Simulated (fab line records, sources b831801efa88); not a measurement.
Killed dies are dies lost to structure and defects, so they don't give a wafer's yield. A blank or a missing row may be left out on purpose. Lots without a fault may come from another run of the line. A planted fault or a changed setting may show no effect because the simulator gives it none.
fab line records | flow sky130
record lots=10 wafers=28 last_day=50
route steps=708 shown VIA1@473 METAL2@500 VIA3@594 PAD_OPEN@708
lots that met no fault: from a run of the same line without faults
start_h: hours from the record's first day to the start of the lot's first wafer shown | wait_h: hours since the lot's step before | " the same as in the row above | L1.1+2: a row that stands for several wafers | - no value, or no start given | * or withheld: withheld | < > ~ a bound
route shown NAME@n: a module of which the file shows steps, and the number in the route of the first | usual: mean/standard deviation of fault-free wafers | same: alike in all rows | chamber/n: place in a boat | sites: the reading at each site | _std_site: their standard deviation | _edge_site: outer sites' mean less inner sites' | radius_mm: how far each site lies from the wafer's centre | mask NAME#n: copy n | behind: the tool/chamber that last shaped the wafer | hold: why the lot was held/for how many hours/how that ended | device: the transistor (n, p or np) that didn't switch | end of line: the same wafers' tests at the end of the route | a step without rows: its recipe alone | killed: dies lost to structure and defects at the first sort, not the wafer's yield | map: a wafer's dies, x killed, . not, _ none there
set.NAME: the setting as run; set.NAME@STEP: as run at that earlier step | model.NAME: the simulator's own value behind a step, which no gauge read
steps of the route over a sample of lots; a table a step, a row a wafer
services: from which hour (start_h, from the record's first day; less than 0 if before it) a tool's chamber was out of use, for how many hours, and why
## steps
# step SKY_VIA1_ETCH_15
# recipe target=SiO2 chemistry=C4F8/O2/Ar target_depth_nm=351 stop_on=TiN mask_material=KrF-thick source_w=1500 bias_w=1200 pressure_mtorr=40 c4f8_flow_sccm=withheld O2_flow_sccm=6 Ar_flow_sccm=300 time_s=54
# usual oes_product_au=0.982/0.0063
# same time_s=54
# columns lot.wafer tool chamber start_h wait_h oes_product_au rf_hours_counter_h
L514.1 rie_diel-04 1 793.33 0.0 0.983 9
L514.3 " 3 " " 0.974 17
L514.4 " 0 " " 0.988 2
L515.3 rie_diel-02 1 842.88 0.0 0.974 5
L515.4 " 2 " " 0.986 -
L515.6 " 3 " " 0.986 -
L517.2 rie_diel-01 3 843.83 0.0 0.971 15
L517.3 " 0 " " 0.969 6
L517.4 " 1 " " 0.989 23
L519.2 rie_diel-01 1 845.33 0.0 0.978 23
L519.4 " 2 " " 0.977 0
L519.6 " 1 " " 0.991 -
L520.2 rie_diel-02 1 846.63 0.0 0.984 5
L520.5 " 1 " " 0.982 -
L520.6 " 2 " " 0.986 -
L518.3 rie_diel-02 3 848.38 0.0 0.997 13
L518.4 " 3 " " 0.987 -
L518.6 " 1 " " 0.971 -
L523.1 rie_diel-02 2 863.37 0.0 0.985 14
L523.2 " 3 " " 0.980 13
L523.4 " 1 " " 0.979 6
L533.1 rie_diel-01 3 939.98 0.0 0.983 18
L533.5 " 1 " " 0.993 -
L532.1 rie_diel-04 2 941.27 0.0 0.978 2
L532.6 " 2 " " 0.983 -
L534.2 rie_diel-02 3 942.74 0.0 0.982 15
L534.4 " 1 " " 0.970 8
L534.5 " 0 " " 0.983 -
# step SKY_VIA1_STRIP_16
# recipe chemistry=O2/N2 power_w=1400 pressure_mtorr=1500 platen_temp_c=withheld o2_flow_sccm=3000 n2_flow_sccm=300 overash_fraction=0.5
# usual drypump_motor_current_A=5.8/0.45 oes_product_au=0.415/0.0045 strip_time_to_endpoint_s=4.462/0.021
# columns lot.wafer tool chamber start_h wait_h drypump_motor_current_A oes_product_au rf_hours_counter_h strip_time_to_endpoint_s
L514.1 plasma_asher-04 0 793.38 0.0 6.4 0.414 98 4.480
L514.3 " 0 " " 6.4 0.422 - 4.470
L514.4 " 1 " " 5.5 0.420 - 4.473
L515.3 plasma_asher-02 1 842.96 0.1 5.8 0.424 - 4.496
L515.4 " 0 " " 5.1 0.419 - 4.470
L515.6 " 0 " " 5.1 0.419 - 4.493
L517.2 plasma_asher-04 0 843.88 0.0 6.4 0.421 103 4.498
L517.3 " 0 " " 6.4 0.419 - 4.532
L517.4 " 1 " " 5.5 0.419 - 4.502
L519.2 plasma_asher-04 1 845.38 0.0 5.4 0.413 103 4.438
L519.4 " 0 " " 6.4 0.421 - 4.464
L519.6 " 1 " " 5.4 0.416 - 4.432
L520.2 plasma_asher-03 1 846.68 0.0 5.8 0.414 11 4.468
L520.5 " 0 " " 5.6 0.413 - 4.468
L520.6 " 1 " " 5.8 0.413 - 4.462
L518.3 plasma_asher-04 1 848.46 0.1 5.4 0.419 - 4.477
L518.4 " 0 " " 6.4 0.411 - 4.486
L518.6 " 1 " " 5.5 0.414 - 4.465
L523.1 plasma_asher-04 0 863.42 0.0 6.4 0.428 105 4.466
L523.2 " 1 " " 5.5 0.418 105 4.443
L523.4 " 1 " " 5.5 0.414 - 4.459
L533.1 plasma_asher-02 1 940.03 0.0 5.8 0.409 78 4.471
L533.5 " 1 " " 5.8 0.409 - 4.429
L532.1 plasma_asher-04 0 941.32 0.0 6.4 0.411 113 4.422
L532.6 " 0 " " 6.4 0.416 - 4.467
L534.2 plasma_asher-02 1 942.79 0.0 5.8 0.411 78 4.500
L534.4 " 1 " " 5.8 0.414 - 4.460
L534.5 " 0 " " 5.1 0.412 - 4.456
# step SKY_METAL2_DESCUM_17
# recipe chemistry=O2 source_power_w=150 bias_power_w=0 pressure_mtorr=10 temp_c=40 time_s=8
# usual drypump_motor_current_A=5.9/0.37 oes_product_au=1.000/0.0072 temp_c=39.99/0.11
# same time_s=8
# columns lot.wafer tool chamber start_h wait_h drypump_motor_current_A oes_product_au rf_hours_counter_h temp_c
L514.1 rie_metal-03 0 822.09 0.0 5.7 1.003 16 40.18
L514.3 " 0 " " 5.7 0.993 - 40.07
L514.4 " 1 " " 6.6 0.998 - 39.98
L515.3 rie_metal-03 1 870.73 0.0 6.6 1.012 - 39.91
L515.4 " 1 " " 6.6 0.989 - 39.96
L515.6 " 1 " " 6.6 1.003 - 40.00
L517.2 rie_metal-02 0 871.29 0.0 5.7 0.999 10 40.04
L517.3 " 1 " " 5.7 0.998 - 40.12
L517.4 " 0 " " 5.7 1.002 - 39.93
L519.2 rie_metal-04 0 873.04 0.0 5.7 0.989 8 39.95
L519.4 " 0 " " 5.7 1.002 - 39.97
L519.6 " 1 " " 5.9 1.009 - 40.07
L520.2 rie_metal-02 0 874.49 0.0 5.7 1.003 10 39.88
L520.5 " 0 " " 5.7 1.009 - 39.94
L520.6 " 1 " " 5.7 1.001 - 40.18
L518.3 rie_metal-04 1 876.31 0.0 5.9 0.993 - 39.99
L518.4 " 0 " " 5.7 0.990 - 39.89
L518.6 " 0 " " 5.7 0.988 - 40.06
L523.1 rie_metal-02 1 891.40 0.0 5.7 1.009 4 40.12
L523.2 " 0 " " 5.7 1.013 11 40.19
L523.4 " 1 " " 5.7 1.018 - 40.21
L533.1 rie_metal-03 1 966.69 0.0 6.6 0.996 15 40.08
L533.5 " 0 " " 5.7 0.983 - 39.93
L532.1 rie_metal-04 1 967.95 0.0 5.9 1.004 3 40.07
L532.6 " 0 " " 5.7 1.000 - 39.83
L534.2 rie_metal-04 1 969.44 0.0 5.8 1.001 3 39.96
L534.4 " 0 " " 5.7 0.990 - 40.00
L534.5 " 1 " " 5.9 1.003 - 40.01
# step SKY_VIA3_CVD_21
# recipe material=W target_thk_nm=390 time_s=117.31 temp_c=400 pressure_torr=40
# usual heater_power_outer_w=499/75 heater_power_w=838/95 susceptor_temp_C=400.01/0.23
# columns lot.wafer tool chamber start_h wait_h heater_power_outer_w heater_power_w susceptor_temp_C
L514.1 cvd_w-01 0 932.31 0.0 571 923 400.35
L514.3 " 0 " " 580 935 399.76
L514.4 " 1 " " 394 737 399.93
L515.3 cvd_w-02 1 977.68 0.1 475 783 399.78
L515.4 " 0 " " 538 924 400.04
L515.6 " 0 " " 527 951 400.38
L517.2 cvd_w-01 0 977.75 0.0 581 914 400.01
L517.3 " 0 " " 585 931 400.34
L517.4 " 1 " " 410 739 399.99
L519.2 cvd_w-01 1 979.40 0.0 399 732 400.00
L519.4 " 0 " " 578 921 400.58
L519.6 " 0 " " 577 919 400.25
L520.2 cvd_w-02 1 980.57 0.0 486 763 400.51
L520.5 " 1 " " 477 783 400.11
L520.6 " 0 " " 531 926 399.67
L518.3 cvd_w-02 0 982.35 0.1 539 922 399.67
L518.4 " 1 " " 478 772 400.47
L518.6 " 1 " " 479 762 400.37
L523.1 cvd_w-01 0 994.96 0.0 583 924 399.89
L523.2 " 1 " " 403 728 399.99
L523.4 " 0 " " 589 914 399.74
L533.1 cvd_w-01 1 1062.26 0.0 401 724 399.84
L533.5 " 1 " " 408 712 400.16
L532.1 cvd_w-01 0 1065.75 0.0 594 932 400.02
L532.6 " 0 " " 565 954 399.86
L534.2 cvd_w-02 1 1066.90 0.0 479 784 400.22
L534.4 " 1 " " 477 777 400.50
L534.5 " 1 " " 486 754 400.75
# step SKY_VIA3_RS_MEAS_22
# recipe thk_meas_gauge=four-point-probe reads=W_of_VIA3_CVD_21+TiN_of_VIA3_SPUTTER_20
# usual VIA3_W_RS=0.294/0.0063
# columns lot.wafer tool chamber start_h wait_h VIA3_W_RS[ohm/sq]
L514.1 film_metro-03 - 932.43 0.1 0.298
L514.3 " - " " 0.295
L514.4 " - " " 0.303
L515.3 film_metro-01 - 977.80 0.1 0.283
L515.4 " - " " 0.298
L515.6 " - " " 0.298
L517.2 film_metro-02 - 977.89 0.1 0.297
L517.3 " - " " 0.301
L517.4 " - " " 0.301
L519.2 film_metro-03 - 979.54 0.1 0.298
L519.4 " - " " 0.297
L519.6 " - " " 0.294
L520.2 film_metro-02 - 980.71 0.1 0.281
L520.5 " - " " 0.279
L520.6 " - " " 0.293
L518.3 film_metro-03 - 982.47 0.1 0.294
L518.4 " - " " 0.282
L518.6 " - " " 0.280
L523.1 film_metro-03 - 995.08 0.1 0.296
L523.2 " - " " 0.297
L523.4 " - " " 0.298
L533.1 film_metro-03 - 1062.38 0.1 0.201
L533.5 " - " " 0.297
L532.1 film_metro-02 - 1065.87 0.1 0.199
L532.6 " - " " 0.295
L534.2 film_metro-01 - 1067.04 0.1 0.287
L534.4 " - " " 0.283
L534.5 " - " " 0.283
# step SKY_VIA3_THK_MEAS_23
# recipe thk_meas_gauge=xrf reads=W_of_VIA3_CVD_21
# usual VIA3_W_THK=378/10
# columns lot.wafer tool chamber start_h wait_h VIA3_W_THK[nm]
L514.1 film_metro-03 - 932.55 0.1 370
L514.3 " - " " 373
L514.4 " - " " 365
L515.3 film_metro-01 - 977.90 0.1 399
L515.4 " - " " 378
L515.6 " - " " 377
L517.2 film_metro-02 - 978.00 0.1 377
L517.3 " - " " 374
L517.4 " - " " 373
L519.2 film_metro-03 - 979.65 0.1 369
L519.4 " - " " 372
L519.6 " - " " 373
L520.2 film_metro-02 - 980.82 0.1 397
L520.5 " - " " 400
L520.6 " - " " 383
L518.3 film_metro-03 - 982.57 0.1 376
L518.4 " - " " 389
L518.6 " - " " 395
L523.1 film_metro-03 - 995.20 0.1 372
L523.2 " - " " 372
L523.4 " - " " 366
L533.1 film_metro-03 - 1062.50 0.1 522
L533.5 " - " " 366
L532.1 film_metro-02 - 1065.99 0.1 550
L532.6 " - " " 379
L534.2 film_metro-01 - 1067.15 0.1 394
L534.4 " - " " 401
L534.5 " - " " 394
# step SKY_VIA3_CMP_24
# recipe stop_on=SiO2 t_overpolish_s=20 down_force_psi=3.5 platen_rpm=60 target_thk_nm=0 pad_velocity_m_s=0.94248
# usual motor_current_A=11.2/1.3 time_to_endpoint_s=96/3.4
# columns lot.wafer tool chamber start_h wait_h motor_current_A time_to_endpoint_s
L514.4 cmp-01 3 932.66 0.1 13.6 90
L514.1 " 0 " " 10.4 96
L514.3 " 1 " " 13.7 95
L515.3 cmp-01 2 977.94 0.0 12.4 102
L515.4 " 0 " " 10.6 98
L515.6 " 2 " " 12.7 100
L517.2 cmp-02 0 978.07 0.1 10.1 89
L517.3 " 1 " " 11.5 94
L517.4 " 3 " " 10.4 96
L519.4 cmp-02 2 979.80 0.1 10.6 92
L519.2 " 3 " " 10.2 94
L519.6 " 1 " " 11.1 95
L520.2 cmp-02 2 980.96 0.1 10.6 96
L520.5 " 1 " " 11.6 97
L520.6 " 2 " " 10.3 92
L518.3 cmp-02 1 982.66 0.1 11.2 97
L518.4 " 2 " " 10.8 103
L518.6 " 0 " " 9.7 97
L523.1 cmp-02 2 995.35 0.1 11.2 98
L523.4 " 3 " " 10.0 91
L523.2 " 1 " " 11.5 99
L533.1 cmp-01 2 1062.56 0.1 12.1 142
L533.5 " 3 " " 14.4 97
L532.1 cmp-02 1 1066.05 0.1 10.6 140
L532.6 " 1 " " 11.5 97
L534.4 cmp-02 1 1067.20 0.0 11.3 101
L534.2 " 0 " " 9.1 97
L534.5 " 1 " " 12.1 101
# step SKY_PAD_OPEN_PROBE_99
# usual defect_limited_yield=82.6/1.8 killed_at_M0_to_M3=43/7 killed_at_M4_up=3.4/1.9 killed_at_contacts=24/5.4 killed_at_front_end=15/4.4 killed_at_other=0.4/0.63 killed_dies=86/9.1 killed_open=46/6.6 killed_short=39/6.6 sort_bin_3_pad_short=0.9/0.46 sort_bin_5_function=10.3/1.4 sort_bin_6_memory=6.2/1.1 sort_n_pass=406/9.1 sort_yield_pct=82.6/1.8
# same gross_dies=492 killed_at_back_side=0 sort_bin_4_leakage[%]=0 sort_bin_8_speed[%]=0
# columns lot.wafer tool chamber start_h wait_h defect_limited_yield[%] killed_at_M0_to_M3 killed_at_M4_up killed_at_contacts killed_at_front_end killed_at_other killed_dies killed_open killed_short sort_bin_3_pad_short[%] sort_bin_5_function[%] sort_bin_6_memory[%] sort_n_pass sort_yield_pct[%]
L514.1 prober-02 - 1078.15 0.1 84.8 47 4 13 11 0 75 45 30 0.6 8.5 6.1 417 84.8
L514.3 prober-02 - 1078.25 0.2 77.2 61 4 37 10 0 112 66 46 1.0 14.4 7.3 380 77.2
L514.4 prober-02 - 1078.30 0.2 81.1 52 0 32 9 0 93 54 39 1.2 9.1 8.5 399 81.1
L515.3 prober-02 - 1117.29 0.2 79.7 51 2 31 16 0 100 53 45 1.4 12.0 6.9 392 79.7
L515.4 prober-02 - 1117.34 0.2 84.6 33 1 28 12 2 76 41 35 2.0 9.1 4.3 416 84.6
L515.6 prober-02 - 1117.44 0.2 79.7 47 2 29 22 0 100 60 40 0.8 13.0 6.5 392 79.7
L517.2 prober-01 - 1117.59 0.1 84.1 40 3 21 13 1 78 40 38 1.0 9.3 5.5 414 84.1
L517.3 prober-01 - 1117.64 0.2 83.7 45 1 22 11 1 80 49 31 0.8 9.8 5.7 412 83.7
L517.4 prober-01 - 1117.69 0.2 84.8 42 5 19 9 0 75 47 28 0.6 8.9 5.7 417 84.8
L519.2 prober-02 - 1118.74 0.1 80.9 38 6 31 18 1 94 58 36 1.4 11.4 6.3 398 80.9
L519.4 prober-02 - 1118.84 0.2 82.7 31 2 35 17 0 85 41 44 0.2 12.0 5.1 407 82.7
L519.6 prober-02 - 1118.94 0.2 82.5 39 3 22 22 0 86 48 38 1.0 10.6 5.9 406 82.5
L520.2 prober-01 - 1119.52 0.1 83.5 40 2 30 9 0 81 43 37 1.0 8.1 7.3 411 83.5
L520.5 prober-01 - 1119.67 0.2 81.1 49 3 27 14 0 93 47 46 1.6 11.2 6.1 399 81.1
L520.6 prober-01 - 1119.72 0.2 78.3 48 3 41 15 0 107 65 42 0.4 13.6 7.7 385 78.3
L518.3 prober-02 - 1121.24 0.2 84.8 35 7 19 14 0 75 40 35 1.2 8.9 5.1 417 84.8
L518.4 prober-02 - 1121.29 0.2 84.3 40 4 18 15 0 77 44 33 1.2 9.3 5.1 415 84.3
L518.6 prober-02 - 1121.39 0.2 82.1 49 6 26 6 1 88 44 44 0.8 10.6 6.5 404 82.1
L523.1 prober-01 - 1130.77 0.1 86.0 38 2 18 11 0 69 39 30 0.4 9.3 4.3 423 86.0
L523.2 prober-01 - 1130.82 0.1 83.7 44 1 22 13 0 80 39 41 0.6 9.1 6.5 412 83.7
L523.4 prober-01 - 1130.92 0.2 83.9 52 0 17 10 0 79 45 34 1.2 9.3 5.5 413 83.9
L533.1 prober-02 - 1185.01 0.1 84.6 39 6 19 12 0 76 51 25 0.6 10.8 4.1 416 84.6
L533.5 prober-02 - 1185.21 0.2 84.8 49 0 17 9 0 75 44 31 0.4 10.6 4.3 417 84.8
L532.1 prober-01 - 1187.24 0.1 82.5 40 3 21 21 1 86 43 43 1.2 10.4 5.9 406 82.5
L532.6 prober-01 - 1187.49 0.2 82.5 38 6 29 13 0 86 46 39 0.8 10.6 6.1 406 82.5
L534.2 prober-02 - 1188.30 0.1 82.9 39 6 22 17 0 84 46 38 0.6 12.0 4.5 408 82.9
L534.4 prober-02 - 1188.40 0.2 83.1 37 3 30 13 0 83 50 33 1.0 8.9 6.9 409 83.1
L534.5 prober-02 - 1188.45 0.2 84.8 35 3 25 12 0 75 37 38 1.2 8.5 5.5 417 84.8
# killed by level:class
L514.1 VIA1:geometric_particle:open=18 VIA3:geometric_particle:open=10 CONTACT:geometric_particle:open=6 FIELD_ISO:geometric_particle:short=5 METAL1:geometric_particle:short=5 CONTACT:geometric_particle:short=4 VIA2:geometric_particle:open=4 VIA1:geometric_particle:short=3
L514.3 VIA1:geometric_particle:open=18 LI_CONTACT:geometric_particle:open=13 CONTACT:geometric_particle:open=12 VIA1:geometric_particle:short=9 CONTACT:geometric_particle:short=7 VIA2:geometric_particle:open=7 VIA3:geometric_particle:open=6 FIELD_ISO:geometric_particle:open=5
L514.4 VIA1:geometric_particle:open=13 CONTACT:geometric_particle:open=11 CONTACT:geometric_particle:short=8 METAL1:geometric_particle:short=8 VIA2:geometric_particle:open=8 LI_CONTACT:geometric_particle:open=7 VIA3:geometric_particle:open=7 VIA2:geometric_particle:short=7
L515.3 CONTACT:geometric_particle:open=15 METAL2:geometric_particle:short=9 VIA3:geometric_particle:open=9 CONTACT:geometric_particle:short=6 VIA1:geometric_particle:open=6 VIA2:geometric_particle:open=6 FIELD_ISO:geometric_particle:short=5 VIA1:geometric_particle:short=5
L515.4 CONTACT:geometric_particle:open=9 VIA1:geometric_particle:open=9 CONTACT:geometric_particle:short=7 LI_CONTACT:geometric_particle:open=6 METAL1:geometric_particle:short=6 POLY_GATE:geometric_particle:short=4 LOCAL_INTERCONNECT:geometric_particle:short=4 VIA3:geometric_particle:open=4
L515.6 POLY_GATE:geometric_particle:open=12 VIA1:geometric_particle:open=11 CONTACT:geometric_particle:open=10 VIA2:geometric_particle:open=7 LI_CONTACT:geometric_particle:open=6 CONTACT:geometric_particle:short=5 METAL1:geometric_particle:short=5 METAL2:geometric_particle:short=5
L517.2 VIA1:geometric_particle:open=9 CONTACT:geometric_particle:open=6 CONTACT:geometric_particle:short=6 VIA3:geometric_particle:open=6 VIA2:geometric_particle:open=6 POLY_GATE:geometric_particle:short=4 LI_CONTACT:geometric_particle:short=4 VIA3:geometric_particle:short=4
L517.3 VIA1:geometric_particle:open=15 VIA3:geometric_particle:open=8 LI_CONTACT:geometric_particle:open=7 VIA2:geometric_particle:open=6 CONTACT:geometric_particle:open=6 METAL2:geometric_particle:short=6 FIELD_ISO:geometric_particle:short=4 FIELD_ISO:geometric_particle:open=4
L517.4 VIA1:geometric_particle:open=13 LI_CONTACT:geometric_particle:open=6 CONTACT:geometric_particle:open=6 VIA2:geometric_particle:open=6 VIA3:geometric_particle:open=5 POLY_GATE:geometric_particle:short=4 VIA2:geometric_particle:short=4 POLY_GATE:geometric_particle:open=3
L519.2 CONTACT:geometric_particle:open=12 LI_CONTACT:geometric_particle:open=9 VIA2:geometric_particle:open=8 CONTACT:geometric_particle:short=8 POLY_GATE:geometric_particle:open=7 VIA1:geometric_particle:open=7 FIELD_ISO:geometric_particle:short=5 VIA2:geometric_particle:short=4
L519.4 CONTACT:geometric_particle:open=15 CONTACT:geometric_particle:short=9 VIA1:geometric_particle:open=8 FIELD_ISO:geometric_particle:short=6 VIA2:geometric_particle:open=5 LI_CONTACT:geometric_particle:short=4 LOCAL_INTERCONNECT:geometric_particle:short=4 FIELD_ISO:geometric_particle:open=3
L519.6 CONTACT:geometric_particle:open=10 VIA1:geometric_particle:open=7 VIA3:geometric_particle:open=6 POLY_GATE:geometric_particle:short=5 POLY_GATE:geometric_particle:open=5 VIA2:geometric_particle:open=5 METAL3:geometric_particle:short=5 VIA3:geometric_particle:short=5
L520.2 CONTACT:geometric_particle:open=13 VIA2:geometric_particle:open=10 METAL2:geometric_particle:short=8 METAL3:geometric_particle:short=8 CONTACT:geometric_particle:short=6 VIA3:geometric_particle:open=6 LI_CONTACT:geometric_particle:open=5 LI_CONTACT:geometric_particle:short=3
L520.5 VIA1:geometric_particle:open=12 CONTACT:geometric_particle:open=10 METAL2:geometric_particle:short=10 LI_CONTACT:geometric_particle:open=8 VIA1:geometric_particle:short=7 VIA2:geometric_particle:short=5 CONTACT:geometric_particle:short=4 METAL1:geometric_particle:short=4
L520.6 CONTACT:geometric_particle:open=17 LI_CONTACT:geometric_particle:open=11 VIA1:geometric_particle:open=10 VIA3:geometric_particle:open=9 VIA2:geometric_particle:open=8 VIA1:geometric_particle:short=7 LI_CONTACT:geometric_particle:short=6 METAL1:geometric_particle:short=6
L518.3 VIA3:geometric_particle:open=9 LI_CONTACT:geometric_particle:open=5 METAL2:geometric_particle:short=5 METAL4:geometric_particle:short=5 VIA1:geometric_particle:open=5 VIA1:geometric_particle:short=5 POLY_GATE:geometric_particle:open=4 CONTACT:geometric_particle:open=4
L518.4 VIA3:geometric_particle:open=8 FIELD_ISO:geometric_particle:open=7 CONTACT:geometric_particle:open=7 VIA1:geometric_particle:open=7 METAL2:geometric_particle:short=5 LOCAL_INTERCONNECT:geometric_particle:short=4 LI_CONTACT:geometric_particle:open=4 METAL1:geometric_particle:short=4
L518.6 VIA1:geometric_particle:open=11 VIA3:geometric_particle:open=9 LI_CONTACT:geometric_particle:open=8 LOCAL_INTERCONNECT:geometric_particle:short=7 VIA3:geometric_particle:short=6 CONTACT:geometric_particle:open=5 METAL1:geometric_particle:short=5 METAL4:geometric_particle:short=5
L523.1 VIA1:geometric_particle:open=17 LI_CONTACT:geometric_particle:open=6 METAL3:geometric_particle:short=6 LOCAL_INTERCONNECT:geometric_particle:short=4 CONTACT:geometric_particle:open=4 VIA2:geometric_particle:short=4 POLY_GATE:geometric_particle:short=3 VIA2:geometric_particle:open=3
L523.2 VIA2:geometric_particle:open=11 CONTACT:geometric_particle:short=9 VIA1:geometric_particle:open=8 CONTACT:geometric_particle:open=7 VIA1:geometric_particle:short=6 VIA3:geometric_particle:open=6 FIELD_ISO:geometric_particle:short=4 METAL1:geometric_particle:short=4
L523.4 VIA1:geometric_particle:open=9 VIA2:geometric_particle:open=8 METAL1:geometric_particle:short=8 CONTACT:geometric_particle:open=6 METAL3:geometric_particle:short=5 LI_CONTACT:geometric_particle:open=5 VIA3:geometric_particle:open=5 VIA2:geometric_particle:short=5
L533.1 VIA1:geometric_particle:open=12 CONTACT:geometric_particle:open=9 VIA3:geometric_particle:open=8 LI_CONTACT:geometric_particle:open=5 POLY_GATE:geometric_particle:open=4 METAL4:geometric_particle:short=4 VIA1:geometric_particle:short=4 METAL2:geometric_particle:short=4
L533.5 VIA2:geometric_particle:open=10 VIA3:geometric_particle:open=9 CONTACT:geometric_particle:open=9 VIA1:geometric_particle:open=6 VIA1:geometric_particle:short=5 LOCAL_INTERCONNECT:geometric_particle:short=4 VIA2:geometric_particle:short=4 VIA3:geometric_particle:short=3
L532.1 VIA1:geometric_particle:open=12 POLY_GATE:geometric_particle:short=9 LI_CONTACT:geometric_particle:open=6 CONTACT:geometric_particle:open=6 METAL1:geometric_particle:short=6 VIA2:geometric_particle:open=6 METAL3:geometric_particle:short=5 FIELD_ISO:geometric_particle:open=4
L532.6 CONTACT:geometric_particle:open=10 LOCAL_INTERCONNECT:geometric_particle:short=9 VIA1:geometric_particle:open=8 VIA3:geometric_particle:open=6 METAL1:geometric_particle:short=6 VIA2:geometric_particle:open=5 METAL4:geometric_particle:short=5 LI_CONTACT:geometric_particle:open=4
L534.2 CONTACT:geometric_particle:open=10 VIA1:geometric_particle:open=9 FIELD_ISO:geometric_particle:short=7 VIA2:geometric_particle:open=7 FIELD_ISO:geometric_particle:open=4 LI_CONTACT:geometric_particle:open=4 CONTACT:geometric_particle:short=4 METAL2:geometric_particle:short=4
L534.4 CONTACT:geometric_particle:open=16 VIA3:geometric_particle:open=10 METAL1:geometric_particle:short=6 CONTACT:geometric_particle:short=5 METAL2:geometric_particle:short=5 VIA2:geometric_particle:open=5 POLY_GATE:geometric_particle:open=4 LI_CONTACT:geometric_particle:open=4
L534.5 VIA1:geometric_particle:open=8 CONTACT:geometric_particle:open=7 LI_CONTACT:geometric_particle:open=6 LOCAL_INTERCONNECT:geometric_particle:short=6 VIA1:geometric_particle:short=5 METAL3:geometric_particle:short=4 VIA2:geometric_particle:open=4 FIELD_ISO:geometric_particle:short=3
## services
# columns tool chamber start_h hours kind
cvd_w-01 - 786.09 0.6 repair
cmp-02 - 804.24 1.8 repair
cmp-02 - 817.19 6.6 pm
cvd_w-01 - 822.85 1.1 repair
rie_metal-02 - 823.72 2.8 pm
rie_diel-02 0 840.91 13.5 repair
cmp-02 - 868.94 3.0 repair
rie_diel-02 - 869.87 0.5 repair
cvd_w-01 - 881.53 6.9 pm
rie_diel-02 - 886.91 0.9 repair
cmp-02 - 888.41 8.2 pm
cvd_w-01 - 904.00 14.0 pm
cmp-02 - 919.52 4.0 pm
cvd_w-01 - 944.76 14.6 pm
plasma_asher-04 - 961.61 3.5 repair
cvd_w-01 - 962.52 2.8 pm
cvd_w-02 - 987.45 2.8 pm
rie_metal-04 1 997.98 14.3 repair
rie_diel-02 0 1000.56 2.1 repair
cmp-02 - 1025.51 1.0 repair
rie_diel-02 - 1031.39 0.4 repair
plasma_asher-04 - 1055.25 9.0 pm
cvd_w-02 - 1055.35 0.7 repair
plasma_asher-04 - 1055.50 0.7 repair
## key
first_sign step=SKY_VIA3_RS_MEAS_22 reading=VIA3_W_RS direction=down sigmas=15 usual=0.294 struck=0.200
effect step=SKY_VIA3_THK_MEAS_23 reading=VIA3_W_THK direction=up sigmas=15 usual=378 struck=536
effect step=SKY_VIA3_CMP_24 reading=time_to_endpoint_s direction=up sigmas=13 usual=* struck=*
met_at SKY_VIA3_CVD_21
struck_lots L532,L533
struck_wafers L532.1,L533.1
not_acting_at SKY_VIA1_ETCH_15,SKY_VIA1_STRIP_16,SKY_METAL2_DESCUM_17
onset_between 994.96 1062.26
fault kind=process_parameter_drift tool=cvd_w-01 chamber=- onset_h=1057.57 steps=SKY_VIA3_CVD_21 channel=target_thk_nm offset=184.05 shape=step end_h=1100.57 scope=struck_wafers_only acts_in=these_recipes_only stated=390
